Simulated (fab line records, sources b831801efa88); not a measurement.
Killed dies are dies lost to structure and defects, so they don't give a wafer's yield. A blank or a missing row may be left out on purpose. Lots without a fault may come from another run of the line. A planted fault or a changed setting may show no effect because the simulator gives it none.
A struck lot beside a sound one | flow sky130 | 21 steps out of a route of 708
Sound: wafers L891.1, L891.2, L891.4. Struck: wafers L897.1, L897.2, L897.3. The cause comes at the end.
At each step with rows: each side's tool, then ch and its chambers, then its first start. Under that, the readings that differ: sound wafers | struck wafers | difference of the means | sigmas: that difference in standard deviations of wafers without a fault.
alike: readings whose means differ by less than 2 such deviations, and words and numbers that are the same on both sides. not compared: withheld readings, readings that some wafer has no value for, bounds like >300 that may hide the same value, and numbers for which the record gives no deviation and whose values overlap.
The two part at a step that has a row with sigmas, a row that says differs or no value, or rows on one side only. Numbers that don't overlap but have no deviation are shown without sigmas and don't part them. A reading that every wafer of one side lacks parts them only if that side has two wafers or more.

first, 1 step without rows for these wafers: SKY_RES_XHIGH_IMPLANT_07.
SKY_RES_XHIGH_STRIP_08: strips in O2/N2.
  sound on plasma_asher-02 ch 0,1, day 27 20:11; struck on plasma_asher-03 ch 0,1, day 30 01:34
  alike: drypump_motor_current_A, oes_product_au, strip_time_to_endpoint_s
  not compared: rf_hours_counter_h
SKY_RES_XHIGH_TW_MEAS_09:
  sound on film_metro-04, day 27 20:17; struck on film_metro-04, day 30 01:40
  alike: RES_XHIGH_TW
then, 7 steps without rows for these wafers: SKY_SD_N_DEHYDRATE_00 (time 60 s); SKY_SD_N_HMDS_01 (prime time 60 s); SKY_SD_N_COAT_02 (resist thk 1140 nm); SKY_SD_N_SOFTBAKE_03 (time 60 s); SKY_SD_N_EXPOSE_04 (exposes mask NSDM, target cd 380 nm); SKY_SD_N_PEB_05; SKY_SD_N_DEVELOP_06 (develop time 60 s).
SKY_SD_N_CD_MEAS_07: target cd 380 nm.
  sound on cd_sem-02, day 29 00:24; struck on cd_sem-02, day 31 04:16
  reading    | sound             | struck            | difference | sigmas
  cd_nm (nm) | 373.8 371.4 372.8 | 379.8 377.0 379.9 | +6.2       | +3
SKY_SD_N_OVL_MEAS_08:
  sound on overlay-02, day 29 00:31; struck on overlay-01, day 31 04:23
  alike: SD_N_OVL
SKY_SD_N_IMPLANT_09:
  sound on implanter-02 ch 0, day 29 00:33; struck on implanter-03 ch 0, day 31 04:25
  reading                   | sound                | struck               | difference | sigmas
  beam_energy_keV           | 49.983 50.001 50.011 | 53.173 53.139 53.179 | +3.165     | +99 or more
  model.implant.rp_nm (nm)  | 31.87 31.87 31.87    | 33.77 33.77 33.77    | +1.90      |
  model.implant.drp_nm (nm) | 14.11 14.11 14.11    | 14.78 14.78 14.78    | +0.67      |
  alike: end_station_pressure_torr
then, 1 step without rows for these wafers: SKY_SD_N_IMPLANT_10.
SKY_SD_N_STRIP_11: strips in O2/N2.
  sound on plasma_asher-01 ch 0,1, day 29 00:51; struck on plasma_asher-02 ch 0,1, day 31 04:43
  reading                      | sound             | struck            | difference | sigmas
  strip_time_to_endpoint_s (s) | 22.57 22.59 22.60 | 23.10 23.07 23.07 | +0.49      | +10
  alike: drypump_motor_current_A, oes_product_au
  not compared: rf_hours_counter_h
SKY_SD_N_TW_MEAS_12:
  sound on film_metro-04, day 29 00:57; struck on film_metro-04, day 31 04:49
  alike: SD_N_TW
then, 1 step without rows for these wafers: SKY_SD_N_CLEAN_13 (cleans in SC1/SC2, time 150 s).
SKY_SD_N_RTA_14: time 2 s.
  sound on rtp_anneal-02 ch 0, day 29 01:04; struck on rtp_anneal-02 ch 0, day 31 04:56
  alike: lamp_power_pct, wafer_temp_C_max
SKY_SD_N_RS_MEAS_16: measures by four-point-probe.
  sound on film_metro-03, day 29 01:14; struck on film_metro-03, day 31 05:06
  reading          | sound             | struck            | difference | sigmas
  SD_N_RS (ohm/sq) | 68.57 68.68 68.56 | 66.48 66.51 66.37 | -2.15      | -18
SKY_SD_N_RS_MEAS_17: measures by four-point-probe.
  sound on film_metro-03, day 29 01:22; struck on film_metro-03, day 31 05:13
  alike: SD_P_RS
-- the record jumps here: 17 days lie between the struck wafers' starts before and after (it left off in module SD_N and takes up again in module PAD_OPEN, whose first step shown is number 708 of the route) --
SKY_PAD_OPEN_PROBE_99:
  sound on prober-01, day 46 15:58; struck on prober-01, day 48 07:37
  reading                            | sound           | struck            | difference | sigmas
  model.etest.res_ndiff.rs_ohm_sq    | 121 121 120.9   | 117.7 117.2 118   | -3.3       |
  model.etest.res_ndiff_hv.rs_ohm_sq | 114.3 115.1 114 | 111.8 110.9 110.5 | -3.4       |
  alike: killed_at_M0_to_M3, killed_at_M4_up, killed_at_contacts, killed_at_front_end, killed_at_other, killed_dies, killed_open, killed_short

WHERE THEY PART
First at SKY_SD_N_CD_MEAS_07; last, within this record, at SKY_SD_N_RS_MEAS_16. Later steps at which nothing parts them and some readings are alike: SKY_SD_N_RS_MEAS_17, SKY_PAD_OPEN_PROBE_99.

WHY: what the simulator had put in
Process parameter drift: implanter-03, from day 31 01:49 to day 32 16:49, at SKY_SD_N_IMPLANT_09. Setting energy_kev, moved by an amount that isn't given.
